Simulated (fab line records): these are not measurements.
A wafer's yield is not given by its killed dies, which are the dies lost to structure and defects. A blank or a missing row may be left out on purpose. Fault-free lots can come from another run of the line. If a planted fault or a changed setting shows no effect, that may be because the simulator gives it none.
The same fault as seen by 2 desks + flow gf180mcu + each desk holds nothing but its own numbers, with what lay behind them at the end

## TOOL OWNER'S DESK, pvd sputter-02
The tool's own readings at GF_V4_SPUTTER_21 (material Ti, target thk 15 nm, time 80.02 s): means of the sampled wafers that have a number, for each lot that ran on this tool. If a lot's mean is further than 4 standard deviations from the usual mean, the lot is out of limits and carries the mark OUT (the distance appears in the brackets).
Columns: A = chamber pressure pa at GF_V4_SPUTTER_21, usual 5.000 Pa; B = throttle valve pct at GF_V4_SPUTTER_21, usual 30.2 %
| lot  | first seen here | A               | B    |
|------|-----------------|-----------------|------|
| L352 | day 24 01:36    | 5.005           | 30.3 |
| L360 | day 27 01:55    | 5.003           | 29.9 |
| L363 | day 27 22:47    | 4.319 (-72) OUT | 32.6 |
| L364 | day 28 12:44    | 4.316 (-73) OUT | 32.0 |
| L366 | day 29 00:07    | 4.312 (-73) OUT | 32.8 |
This desk's finding: out of limits on L363, L364, L366; first on L363, day 27 22:47 (chamber pressure pa at GF_V4_SPUTTER_21). Within limits: L352, L360.

## FROM THE METROLOGY DESK
What the gauges read, lot by lot, whatever tool the lot ran on: means of the sampled wafers that have a number. If a lot's mean is further than 4 standard deviations from the usual mean, the lot is out of limits and carries the mark OUT (the distance appears in the brackets).
Columns: A = cd nm at GF_V4_CD_MEAS_14, usual 259.9 nm
| lot  | first seen here | A     |
|------|-----------------|-------|
| L352 | day 24 00:45    | 259.6 |
| L353 | day 25 06:37    | 261.0 |
| L355 | day 25 14:50    | 258.9 |
| L356 | day 25 22:43    | 261.5 |
| L358 | day 26 19:59    | 259.7 |
| L359 | day 26 23:11    | 260.1 |
| L360 | day 27 01:05    | 260.0 |
| L363 | day 27 21:56    | 259.8 |
| L364 | day 28 11:55    | 258.7 |
| L366 | day 28 23:18    | 259.9 |
| L370 | day 29 23:00    | 258.9 |
| L373 | day 30 19:10    | 260.0 |
| L374 | day 31 00:38    | 260.6 |
This desk's finding: nothing out of limits on any of the 13 lots.

## TAKEN TOGETHER
The tool owner's desk could have raised an alarm at day 27 22:47, on L363, L364, L366.
From the metrology desk's view, nothing was out of limits.
The metrology desk has L363, L364, L366 on record, within its limits.
GF_V4_SPUTTER_21 was run on pvd sputter-02 by each of the lots named.

## WHAT THE SIMULATOR HAD INSERTED
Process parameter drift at GF_V4_SPUTTER_21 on pvd sputter-02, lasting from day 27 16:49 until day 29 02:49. From 5, the setting chamber pressure pa moved by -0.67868. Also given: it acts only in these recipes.
Shown lots that were struck: L363, L364, L366.
Time in hours from fault onset to the first out-of-limits reading at each desk: the tool owner's desk, 6.
